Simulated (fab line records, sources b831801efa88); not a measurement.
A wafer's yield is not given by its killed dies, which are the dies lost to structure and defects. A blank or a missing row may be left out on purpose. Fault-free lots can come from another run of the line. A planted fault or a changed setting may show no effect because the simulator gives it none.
Which tool was responsible? + flow sky130 + 45 wafers from 15 lots sampled at 2 of the route's 708 steps

## WHAT EACH GAUGE READ, for each wafer
SKY_VT_ADJUST_HVTR_OVL_MEAS_08. Usual: VT_ADJUST_HVTR_OVL typically reads 1.3 nm, with standard deviation 1.2.
| lot  | measured     | on         | VT_ADJUST_HVTR_OVL (nm) | flag |
|------|--------------|------------|-------------------------|------|
| L752 | day 9 13:43  | overlay-01 | 2.5 1.8 2.4             |      |
| L755 | day 10 05:00 | overlay-02 | 4.1 3.0 4.1             |      |
| L757 | day 11 01:23 | overlay-02 | 3.0 2.0 2.7             |      |
| L758 | day 11 10:15 | overlay-01 | 1.2 0.7 0.7             |      |
| L759 | day 11 14:32 | overlay-01 | -0.6 -0.8 0.7           |      |
| L766 | day 13 13:23 | overlay-02 | 1.9 2.4 2.2             |      |
| L767 | day 13 21:59 | overlay-02 | 2.8 2.5 2.6             |      |
| L768 | day 14 04:45 | overlay-02 | 0.0 1.2 0.3             |      |
| L769 | day 14 11:41 | overlay-01 | 1.6 3.0 2.9             |      |
| L770 | day 14 21:36 | overlay-01 | 2.3 2.6 0.6             |      |
| L771 | day 15 00:42 | overlay-01 | 2.7 1.5 1.8             |      |
| L772 | day 15 08:35 | overlay-02 | 2.4 2.2 1.2             |      |
| L773 | day 15 22:59 | overlay-01 | 0.6 1.5 -1.5            |      |
| L775 | day 16 09:08 | overlay-01 | 1.0 1.5 2.0             |      |
| L774 | day 16 11:40 | overlay-02 | 2.5 2.7 1.0             |      |

SKY_POLY_GATE_CD_MEAS_22. Usual: cd-nm reads 150.2 nm (standard deviation 1.9).
| lot  | measured     | on        | cd-nm (nm)        | flag |
|------|--------------|-----------|-------------------|------|
| L752 | day 16 22:11 | cd-sem-02 | 146.9 145.5 147.1 |      |
| L755 | day 17 12:12 | cd-sem-02 | 150.5 150.7 150.2 |      |
| L757 | day 18 10:26 | cd-sem-01 | 149.8 154.0 148.5 |      |
| L758 | day 19 00:14 | cd-sem-02 | 152.8 151.3 150.9 |      |
| L759 | day 19 00:14 | cd-sem-01 | 151.7 149.4 150.1 |      |
| L766 | day 21 09:35 | cd-sem-02 | 151.5 150.1 151.2 |      |
| L767 | day 22 02:34 | cd-sem-01 | 151.3 150.2 151.8 |      |
| L768 | day 22 11:11 | cd-sem-02 | 152.0 151.0 151.5 |      |
| L769 | day 22 18:44 | cd-sem-01 | 146.7 150.4 149.2 |      |
| L770 | day 23 04:10 | cd-sem-01 | 152.0 151.2 151.1 |      |
| L771 | day 23 03:04 | cd-sem-01 | 151.2 148.2 149.6 |      |
| L772 | day 23 15:52 | cd-sem-02 | 149.7 149.4 148.9 |      |
| L773 | day 24 09:37 | cd-sem-02 | 149.4 149.8 147.6 |      |
| L775 | day 24 17:42 | cd-sem-01 | 147.5 150.2 149.5 |      |
| L774 | day 24 15:34 | cd-sem-01 | 150.9 150.2 149.3 |      |

## EACH LOT AND THE TOOL THAT RAN IT (in order: tool; ch and the chambers of the sampled wafers; start)
No process step before these readings appears in the record.

## WHAT THE TOOLS THEMSELVES READ (means of the sampled wafers that have a number; where no wafer has one, the mark that the record gives instead)
The record holds no such reading with a usual standard deviation.

## THE ANSWER, worked out from the rows above alone
Rule: a lot counts as off when the mean over its wafers that have a number is more than 3 standard deviations away from the usual mean. A lot without any number at a reading at which 4 lots or more have one is off too. The other lots that the step has rows for count as sound. Order of review: gauges by route order, followed by the tools' own readings, for which a lot's mean as printed above is used. The first step at which some lot is off is used, and at that step the reading that is off furthest; a lot without a number counts as furthest.
No lot is off on any of the readings shown, so nothing can be concluded from this.

## WHAT THE SIMULATOR HAD PUT IN
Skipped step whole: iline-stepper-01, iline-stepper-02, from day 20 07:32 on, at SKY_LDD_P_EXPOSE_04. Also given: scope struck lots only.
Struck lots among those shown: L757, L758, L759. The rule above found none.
